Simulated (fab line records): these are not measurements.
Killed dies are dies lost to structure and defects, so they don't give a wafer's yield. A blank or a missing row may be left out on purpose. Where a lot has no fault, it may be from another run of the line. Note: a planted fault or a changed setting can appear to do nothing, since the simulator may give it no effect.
What tool caused it? ; flow sky130 ; Sampling: 12 lots, 36 wafers, 4 of 708 route steps

WHAT THE GAUGES READ, wafer by wafer
SKY_CAPM_OVL_MEAS_12.
lot;measured;on;CAPM_OVL (nm)
L252;day 38 04:38;overlay-01;-0.4 -1.4 -2.6
L254;day 38 21:43;overlay-01;-0.3 0.1 -0.3
L255;day 39 04:06;overlay-01;1.6 1.3 0.5
L256;day 39 09:03;overlay-02;-0.6 0.1 -1.2
L257;day 39 16:33;overlay-01;-0.4 -0.6 0.2
L258;day 40 05:37;overlay-02;-0.1 -0.3 0.0
L261;day 40 23:02;overlay-01;-0.7 -1.1 -0.4
L263;day 41 10:43;overlay-01;-1.2 -1.4 -1.3
L268;day 42 20:37;overlay-02;0.4 -0.5 -1.2
L269;day 43 03:13;overlay-01;1.0 0.4 0.7
L272;day 44 00:11;overlay-02;-0.8 0.2 -1.6
L274;day 44 17:46;overlay-01;2.3 2.4 1.9

SKY_CAP2M_THK_MEAS_01.
lot;measured;on;CAP2M_CVD_00_THK (nm)
L252;day 40 10:24;film_metro-04;15.39 15.56 15.47
L254;day 41 02:16;film_metro-01;15.46 15.70 15.45
L255;day 41 10:03;film_metro-03;15.43 15.88 15.62
L256;day 41 14:17;film_metro-04;15.35 15.35 15.49
L257;day 41 22:21;film_metro-04;15.38 15.67 15.57
L258;day 42 08:41;film_metro-03;15.84 15.76 15.80
L261;day 43 02:50;film_metro-04;15.45 15.48 15.84
L263;day 43 13:46;film_metro-01;15.31 15.73 15.41
L268;day 44 22:13;film_metro-01;15.41 15.94 15.46
L269;day 45 04:11;film_metro-03;5.58 5.69 5.54 5.62 5.71 5.58
L272;day 45 22:44;film_metro-04;5.56 5.51 5.64 5.43 5.45 5.65
L274;day 46 16:09;film_metro-04;15.49 15.61 15.40

TOOL THAT RAN EACH LOT (tool first, then ch and the chambers of the sampled wafers, then the start)
lot;SKY_METAL3_METAL_ETCH_18;SKY_CAP2M_CVD_00
L252;rie_metal-04 ch 0,1, day 39 06:26;pecvd-03 ch 0,1,2, day 40 10:22
L254;rie_metal-03 ch 0,1, day 39 23:31;pecvd-03 ch 0,1,2, day 41 02:14
L255;rie_metal-01 ch 0,1, day 40 06:19;pecvd-04 ch 0,2, day 41 10:02
L256;rie_metal-01 ch 0,1, day 40 10:47;pecvd-03 ch 1,2, day 41 14:16
L257;rie_metal-03 ch 0,1, day 40 18:19;pecvd-04 ch 0,1,2, day 41 22:19
L258;rie_metal-04 ch 0,1, day 41 06:08;pecvd-04 ch 0,1,2, day 42 08:39
L261;rie_metal-01 ch 0,1, day 42 00:29;pecvd-01 ch 0,1, day 43 02:47
L263;rie_metal-04 ch 0,1, day 42 11:29;pecvd-01 ch 0,2, day 43 13:43
L268;rie_metal-01 ch 0,1, day 43 20:53;pecvd-03 ch 0,1, day 44 22:11
L269;rie_metal-03 ch 0,1, day 44 03:20;pecvd-03 ch 1,2, day 45 04:10
L272;rie_metal-01 ch 0,1, day 44 22:18;pecvd-03 ch 0,1,2, day 45 22:41
L274;rie_metal-03 ch 1, day 45 16:13;pecvd-01 ch 0,1, day 46 16:08
- SKY_METAL3_METAL_ETCH_18: etches the open film in Cl2/BCl3, stops on SiO2, target depth 845 nm, time 183.1 s.
- SKY_CAP2M_CVD_00: deposits SiO2, target thk 15.5 nm.

AS READ BY THE TOOLS THEMSELVES (means over the sampled wafers that have a number; for cases with no such wafer, the mark the record gives instead)
SKY_METAL3_METAL_ETCH_18.
lot;tool;bcl3_flow_sccm (sccm);drypump_motor_current_A (A);oes_product_au (a.u.);throttle_valve_pct (%)
L252;rie_metal-04;29.97;5.75;0.869;22.266
L254;rie_metal-03;29.88;5.89;0.862;22.271
L255;rie_metal-01;30.02;5.70;0.871;22.265
L256;rie_metal-01;29.98;5.54;0.865;22.266
L257;rie_metal-03;29.97;5.83;0.870;22.267
L258;rie_metal-04;30.06;5.76;0.862;22.264
L261;rie_metal-01;29.91;5.54;0.871;22.266
L263;rie_metal-04;29.96;5.59;0.870;22.255
L268;rie_metal-01;29.98;5.70;0.869;22.264
L269;rie_metal-03;29.97;5.74;0.873;22.268
L272;rie_metal-01;29.99;5.70;0.865;22.265
L274;rie_metal-03;30.00;5.66;0.871;22.270

SKY_CAP2M_CVD_00.
lot;tool;heater_power_w (W)
L252;pecvd-03;838
L254;pecvd-03;828
L255;pecvd-04;751
L256;pecvd-03;944
L257;pecvd-04;760
L258;pecvd-04;756
L261;pecvd-01;755
L263;pecvd-01;695
L268;pecvd-03;881
L269;pecvd-03;859
L272;pecvd-03;823
L274;pecvd-01;735

THE ANSWER, worked out from the rows above alone
Rule: what is usual is taken from the lots themselves. The widest of any qualifying gaps counts: lots, ordered by their means at a reading, are off when they make up no more than a third of the lots, leave a main group of 4 or more, and stand apart from it by 3 or more times the standard deviation of that group's means. Not used: any main group whose means are identical at the precision the tables above print for the reading. A lot without any number at a reading at which 4 lots or more have one is off too. All remaining lots with rows at the step are treated as sound. After the gauges, taken in route order, come the tools' own readings; for these a lot's mean is taken, as printed above. At the first step where some lot is off, the reading lying furthest off is the one used; lots without a number count as furthest.
Off: L269, L272, at SKY_CAP2M_THK_MEAS_01 (CAP2M_CVD_00_THK). For the main group the mean is 15.56 nm and the standard deviation 0.11.
A tool fits if, at a process step before that reading, it ran every lot that is off, and no sound lot after the first of them. Those tools and the gauges at SKY_CAP2M_THK_MEAS_01 are tried in the same way. One candidate fits, namely pecvd-03 at SKY_CAP2M_CVD_00. Its last sound lot is L268 (day 44 22:11), its first lot that is off L269 (day 45 04:10): a fault that began between those two fits.

WHAT THE SIMULATOR PUT IN
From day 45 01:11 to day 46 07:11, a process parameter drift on pecvd-03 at SKY_CAP2M_CVD_00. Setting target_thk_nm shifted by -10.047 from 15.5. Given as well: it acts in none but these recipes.
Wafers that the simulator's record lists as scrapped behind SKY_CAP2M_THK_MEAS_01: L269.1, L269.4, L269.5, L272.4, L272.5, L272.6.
Lots struck among those shown: L269, L272. This agrees with what the rule above found.
